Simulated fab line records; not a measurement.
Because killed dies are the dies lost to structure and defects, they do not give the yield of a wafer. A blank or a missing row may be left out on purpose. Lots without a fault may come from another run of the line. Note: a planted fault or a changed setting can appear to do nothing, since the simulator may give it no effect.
Struck lot and sound lot, side by side -- flow gf180mcu -- 13 steps out of a route of 602
Sound: these wafers, L820.1, L820.2, L820.6. Wafers L833.3, L833.4, L833.5 were the ones struck. At the end, the cause is stated.
Each step with rows lists, per side, the tool, then ch with its chambers, then its first start. Under that, the readings that differ: sound wafers -- struck wafers -- difference of the means -- sigmas: that difference in standard deviations of wafers without a fault.
alike: same words and numbers on both sides, and readings whose means sit less than 2 such deviations apart. not compared: any withheld reading, any reading some wafer has no value for, any bound like >300 that may hide the same value, and any number with overlapping values for which the record gives no deviation.
Wherever a step has rows on one side only, a row that says differs or no value, or a row with sigmas, the two part there. When numbers do not overlap yet have no deviation, they are printed without sigmas and do not part them. A reading that every wafer of one side lacks parts them only if that side has two wafers or more.

GF_SAB_OVL_MEAS_10:
  sound on overlay-01 at day 15 21:44; struck on overlay-02 at day 20 01:00
  alike: SAB_OVL
GF_SAB_ETCH_11: etches SiO2 in C4F8/O2/Ar, target depth 55 nm, time 8.5 s.
  sound on rie_diel-04 ch 0,1,3, day 15 21:46; struck on rie_diel-02 ch 0,1, day 20 01:01
  alike: oes_product_au
  not compared: rf_hours_counter_h
then, 1 step without rows for these wafers: GF_SAB_WET_ETCH_12 (etches SiO2 in dHF, target depth 22 nm, time 440 s).
GF_SAB_STRIP_13: strips in O2/N2.
  sound on plasma_asher-01 ch 0,1, day 15 21:56; struck on plasma_asher-04 ch 0,1, day 20 01:13
  alike: drypump_motor_current_A, heater_power_w, oes_product_au, platen_temp_c, strip_time_to_endpoint_s
  not compared: rf_hours_counter_h
then, 2 steps without rows for these wafers: GF_SALICIDE_CLEAN_00 (cleans in SC1/SC2, time 150 s); GF_SALICIDE_WET_ETCH_01 (etches SiO2 in dHF, target depth 5 nm, time 100 s).
GF_SALICIDE_SPUTTER_02: material Co, target thk 10 nm, time 20 s.
  sound on pvd_sputter-01 at day 15 22:07; struck on pvd_sputter-03 at day 20 01:23
  alike: chamber_pressure_pa, throttle_valve_pct
GF_SALICIDE_SPUTTER_03: material TiN, target thk 20 nm, time 16.7 s.
  sound on pvd_sputter-01 at day 15 22:09; struck on pvd_sputter-03 at day 20 01:24
  alike: chamber_pressure_pa, throttle_valve_pct
GF_SALICIDE_RS_MEAS_04: a four-point-probe measurement.
  sound on film_metro-02 at day 15 22:11; struck on film_metro-02 at day 20 01:28
  alike: SALICIDE_TIN_RS
GF_SALICIDE_THK_MEAS_05: measures by xrf.
  sound on film_metro-02 at day 15 22:18; struck on film_metro-02 at day 20 01:34
  alike: SALICIDE_TIN_THK
GF_SALICIDE_RTA_06: time 30 s.
  sound on rtp_anneal-01 ch 0, day 15 22:22; struck on rtp_anneal-01 ch 0, day 20 01:38
  alike: anneal_temp_c_max, chamber_o2_ppm, lamp_power_pct, wafer_temp_C_max
then, 1 step without rows for these wafers: GF_SALICIDE_WET_ETCH_07 (etches the open film in SPM, target depth 120 nm).
GF_SALICIDE_RTA_08: time 30 s.
  sound on rtp_anneal-02 ch 0, day 15 22:33; struck on rtp_anneal-02, day 20 01:50
  no value came back on the struck wafers for anneal_temp_c_max, chamber_o2_ppm, lamp_power_pct (%), wafer_temp_C_max; on the sound wafers anneal_temp_c_max reads 802.8 804.1 803.0

WHERE THEY PART
Only at GF_SALICIDE_RTA_08, as far as this record shows.

WHY: what the simulator had put in
Beginning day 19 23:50, the whole step at GF_SALICIDE_RTA_08 was skipped on rtp_anneal-02. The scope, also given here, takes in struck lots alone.
